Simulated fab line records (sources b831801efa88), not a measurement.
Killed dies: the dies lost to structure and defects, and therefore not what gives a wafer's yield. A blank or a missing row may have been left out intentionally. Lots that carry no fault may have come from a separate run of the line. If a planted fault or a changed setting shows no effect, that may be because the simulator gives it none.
What tool caused it? | flow gf180mcu | 33 wafers from 11 lots sampled at 6 of the route's 602 steps

WHAT THE GAUGES SHOWED, per wafer
GF_POLY_GATE_THK_MEAS_17. Usual: POLY_GATE_OXIDATION_THK typically reads 3.98 nm, with standard deviation 0.1.
lot  | measured     | on            | POLY_GATE_OXIDATION_THK (nm) | flag
L929 | day 9 06:48  | film-metro-03 | 3.95 3.89 3.97               |
L937 | day 11 21:40 | film-metro-01 | 3.90 3.92 3.87               |
L940 | day 12 15:45 | film-metro-01 | 3.87 3.80 3.83               |
L941 | day 12 20:50 | film-metro-01 | 4.10 4.08 4.04               |
L942 | day 13 06:26 | film-metro-03 | 3.97 3.97 3.92               |
L945 | day 14 02:01 | film-metro-03 | 3.91 3.96 3.91               |
L946 | day 14 11:03 | film-metro-01 | 3.75 3.88 3.81               |
L948 | day 14 22:56 | film-metro-04 | 4.04 4.01 3.98               |
L949 | day 15 05:12 | film-metro-01 | 3.96 3.92 3.97               |
L950 | day 15 13:30 | film-metro-01 | 3.96 3.94 4.02               |
L951 | day 15 23:08 | film-metro-01 | 4.09 4.26 4.14               |

GF_HV_LDD_OVL_MEAS_47. Usual: HV_LDD_03_OVL typically reads -0.3 nm, with standard deviation 1.3.
lot  | measured     | on         | HV_LDD_03_OVL (nm) | flag
L929 | day 12 09:01 | overlay-01 | -1.7 -0.8 -1.3     |
L937 | day 15 07:18 | overlay-01 | 0.5 1.3 0.3        |
L940 | day 16 03:17 | overlay-02 | -2.1 -2.1 -2.4     |
L941 | day 16 11:32 | overlay-01 | 2.7 2.3 2.0        |
L942 | day 16 19:40 | overlay-01 | -2.1 -1.3 -1.1     |
L945 | day 17 18:27 | overlay-02 | 0.5 0.5 1.6        |
L946 | day 18 05:42 | overlay-02 | 0.3 0.9 1.1        |
L948 | day 18 18:20 | overlay-01 | -1.5 -1.0 -3.2     |
L949 | day 19 01:27 | overlay-02 | -0.3 -0.3 1.1      |
L950 | day 19 11:51 | overlay-01 | 0.7 -0.2 2.0       |
L951 | day 19 21:00 | overlay-01 | -0.7 -0.8 -1.3     |

GF_HV_LDD_TW_MEAS_50. Usual: HV_LDD_4_TW typically reads 568, with standard deviation 5.1.
lot  | measured     | on            | HV_LDD_4_TW | flag
L929 | day 12 09:19 | film-metro-02 | 564 564 566 |
L937 | day 15 07:35 | film-metro-03 | 568 568 570 |
L940 | day 16 03:35 | film-metro-04 | 30 30 30    | OFF
L941 | day 16 11:49 | film-metro-02 | 30 30 30    | OFF
L942 | day 16 19:57 | film-metro-02 | 30 30 30    | OFF
L945 | day 17 18:44 | film-metro-03 | 576 576 579 |
L946 | day 18 05:59 | film-metro-03 | 572 573 574 |
L948 | day 18 18:37 | film-metro-04 | 567 571 570 |
L949 | day 19 01:44 | film-metro-03 | 573 573 571 |
L950 | day 19 12:08 | film-metro-04 | 564 564 566 |
L951 | day 19 21:17 | film-metro-03 | 573 571 576 |

WHICH TOOL RAN EACH LOT (tool, then ch and the chambers of the sampled wafers, then the start)
lot  | GF_POLY_GATE_STRIP_14                | GF_HV_LDD_STRIP_37                   | GF_HV_LDD_STRIP_49
L929 | plasma-asher-04 ch 0,1, day 9 05:25  | plasma-asher-02 ch 0,1, day 11 14:18 | plasma-asher-03 ch 0,1, day 12 09:13
L937 | plasma-asher-01 ch 0,1, day 11 15:55 | plasma-asher-03 ch 0,1, day 14 10:47 | plasma-asher-04 ch 0, day 15 07:29
L940 | plasma-asher-04 ch 0,1, day 12 12:23 | plasma-asher-04 ch 0,1, day 15 05:44 | plasma-asher-03 ch 0,1, day 16 03:29
L941 | plasma-asher-01 ch 0,1, day 12 19:26 | plasma-asher-03 ch 0,1, day 15 13:29 | plasma-asher-03 ch 0,1, day 16 11:43
L942 | plasma-asher-01 ch 0,1, day 13 05:03 | plasma-asher-03 ch 0,1, day 15 21:40 | plasma-asher-03 ch 0,1, day 16 19:52
L945 | plasma-asher-01 ch 0,1, day 13 23:41 | plasma-asher-03 ch 0,1, day 16 19:26 | plasma-asher-02 ch 0,1, day 17 18:38
L946 | plasma-asher-01 ch 0,1, day 14 08:37 | plasma-asher-04 ch 0,1, day 17 05:56 | plasma-asher-04 ch 0,1, day 18 05:53
L948 | plasma-asher-01 ch 0,1, day 14 21:05 | plasma-asher-04 ch 0,1, day 17 18:29 | plasma-asher-03 ch 0,1, day 18 18:31
L949 | plasma-asher-01 ch 0,1, day 15 03:48 | plasma-asher-04 ch 0,1, day 18 01:45 | plasma-asher-04 ch 0,1, day 19 01:39
L950 | plasma-asher-01 ch 0,1, day 15 12:05 | plasma-asher-03 ch 0,1, day 18 12:23 | plasma-asher-02 ch 1, day 19 12:02
L951 | plasma-asher-01 ch 0,1, day 15 20:26 | plasma-asher-04 ch 0,1, day 18 20:58 | plasma-asher-03 ch 0,1, day 19 21:12
- GF_POLY_GATE_STRIP_14: strips in O2/N2.
- GF_HV_LDD_STRIP_37: strips in O2/N2.
- GF_HV_LDD_STRIP_49: strips in O2/N2.

AS READ BY THE TOOLS THEMSELVES (means over the sampled wafers that have a number; for cases with no such wafer, the mark the record gives instead)
GF_POLY_GATE_STRIP_14. Usual: chamber-pressure-mTorr 1500.0 mTorr, standard deviation 1.3; drypump-motor-current-A 5.6 A, standard deviation 0.35; heater-power-w 328 W, standard deviation 45; n2-flow-sccm 300.0 sccm, standard deviation 0.88; oes-product-au 0.505 a.u., standard deviation 0.0051.
lot  | tool            | chamber-pressure-mTorr (mTorr) | drypump-motor-current-A (A) | heater-power-w (W) | n2-flow-sccm (sccm) | oes-product-au (a.u.) | flag
L929 | plasma-asher-04 | 1500.5                         | 5.4                         | 300                | 300.0               | 0.506                 |
L937 | plasma-asher-01 | 1500.4                         | 5.6                         | 312                | 300.5               | 0.500                 |
L940 | plasma-asher-04 | 1498.6                         | 5.3                         | 306                | 301.0               | 0.502                 |
L941 | plasma-asher-01 | 1500.4                         | 5.8                         | 354                | 300.3               | 0.504                 |
L942 | plasma-asher-01 | 1500.5                         | 5.6                         | 323                | 300.9               | 0.503                 |
L945 | plasma-asher-01 | 1500.0                         | 5.5                         | 315                | 298.5               | 0.498                 |
L946 | plasma-asher-01 | 1499.5                         | 5.8                         | 357                | 300.6               | 0.505                 |
L948 | plasma-asher-01 | 1500.0                         | 5.6                         | 315                | 300.5               | 0.509                 |
L949 | plasma-asher-01 | 1501.2                         | 5.5                         | 316                | 300.5               | 0.509                 |
L950 | plasma-asher-01 | 1499.4                         | 5.8                         | 348                | 300.0               | 0.504                 |
L951 | plasma-asher-01 | 1498.1                         | 5.8                         | 350                | 300.1               | 0.507                 |

GF_HV_LDD_STRIP_37. Usual: chamber-pressure-mTorr 1500.0 mTorr, standard deviation 1.5; drypump-motor-current-A 5.9 A, standard deviation 0.53; heater-power-w 326 W, standard deviation 31; n2-flow-sccm 300.0 sccm, standard deviation 0.98; oes-product-au 0.716 a.u., standard deviation 0.0047; strip-time-to-endpoint-s 12.62 s, standard deviation 0.036.
lot  | tool            | chamber-pressure-mTorr (mTorr) | drypump-motor-current-A (A) | heater-power-w (W) | n2-flow-sccm (sccm) | oes-product-au (a.u.) | strip-time-to-endpoint-s (s) | flag
L929 | plasma-asher-02 | 1498.2                         | 5.9                         | 342                | 298.9               | 0.719                 | 12.64                        |
L937 | plasma-asher-03 | 1500.2                         | 6.6                         | 329                | 301.2               | 0.713                 | 12.63                        |
L940 | plasma-asher-04 | -                              | -                           | -                  | -                   | -                     | -                            | OFF
L941 | plasma-asher-03 | -                              | -                           | -                  | -                   | -                     | -                            | OFF
L942 | plasma-asher-03 | -                              | -                           | -                  | -                   | -                     | -                            | OFF
L945 | plasma-asher-03 | 1502.3                         | 6.6                         | 349                | 300.5               | 0.715                 | 12.61                        |
L946 | plasma-asher-04 | 1498.6                         | 5.3                         | 301                | 299.9               | 0.712                 | 12.62                        |
L948 | plasma-asher-04 | 1499.3                         | 5.5                         | 310                | 300.1               | 0.713                 | 12.68                        |
L949 | plasma-asher-04 | 1501.1                         | 5.5                         | 312                | 300.2               | 0.717                 | 12.63                        |
L950 | plasma-asher-03 | 1499.9                         | 6.6                         | 331                | 300.2               | 0.716                 | 12.55                        |
L951 | plasma-asher-04 | 1501.1                         | 5.4                         | 301                | 299.8               | 0.712                 | 12.62                        |

GF_HV_LDD_STRIP_49. Usual: chamber-pressure-mTorr 1500.4 mTorr, standard deviation 1.3; drypump-motor-current-A 6.1 A, standard deviation 0.55; heater-power-w 330 W, standard deviation 30; n2-flow-sccm 299.9 sccm, standard deviation 0.79; oes-product-au 0.716 a.u., standard deviation 0.0046; strip-time-to-endpoint-s 12.64 s, standard deviation 0.039.
lot  | tool            | chamber-pressure-mTorr (mTorr) | drypump-motor-current-A (A) | heater-power-w (W) | n2-flow-sccm (sccm) | oes-product-au (a.u.) | strip-time-to-endpoint-s (s) | flag
L929 | plasma-asher-03 | 1500.1                         | 6.6                         | 345                | 300.0               | 0.715                 | 12.68                        |
L937 | plasma-asher-04 | 1500.2                         | 5.6                         | 322                | 300.3               | 0.717                 | 12.67                        |
L940 | plasma-asher-03 | 1501.3                         | 6.6                         | 344                | 299.8               | 0.720                 | 27.65                        | OFF
L941 | plasma-asher-03 | 1500.4                         | 6.6                         | 347                | 300.3               | 0.715                 | 27.53                        | OFF
L942 | plasma-asher-03 | 1500.1                         | 6.6                         | 335                | 300.7               | 0.713                 | 27.59                        | OFF
L945 | plasma-asher-02 | 1500.3                         | 5.8                         | 339                | 299.9               | 0.716                 | 12.61                        |
L946 | plasma-asher-04 | 1500.3                         | 5.5                         | 311                | 299.9               | 0.714                 | 12.60                        |
L948 | plasma-asher-03 | 1499.1                         | 6.6                         | 344                | 299.7               | 0.717                 | 12.60                        |
L949 | plasma-asher-04 | 1500.5                         | 5.5                         | 312                | 300.0               | 0.716                 | 12.67                        |
L950 | plasma-asher-02 | 1500.2                         | 5.9                         | 319                | 299.2               | 0.710                 | 12.64                        |
L951 | plasma-asher-03 | 1499.2                         | 6.6                         | 346                | 300.6               | 0.715                 | 12.69                        |

THE ANSWER, worked out from the rows above alone
Rule: lot off if the mean of its wafers having a number is beyond 3 standard deviations from the usual mean. A lot without any number at a reading at which 4 lots or more have one is off too. All remaining lots with rows at the step are treated as sound. First the gauges in route order, then the tools' own readings, where a lot's mean is used as printed above. The first step at which some lot is off is used, and at that step the reading that is off furthest; a lot without a number counts as furthest.
Off: L940, L941, L942, at GF_HV_LDD_TW_MEAS_50 (HV_LDD_4_TW).
A tool fits if, at a process step before that reading, it ran every lot that is off, and no sound lot after the first of them. Not tried: the gauges at GF_HV_LDD_TW_MEAS_50; whatever is off there is also off at GF_HV_LDD_STRIP_37, on other tools, and gauge error can't account for it. None of those tried fits.

WHAT THE SIMULATOR HAD PUT IN
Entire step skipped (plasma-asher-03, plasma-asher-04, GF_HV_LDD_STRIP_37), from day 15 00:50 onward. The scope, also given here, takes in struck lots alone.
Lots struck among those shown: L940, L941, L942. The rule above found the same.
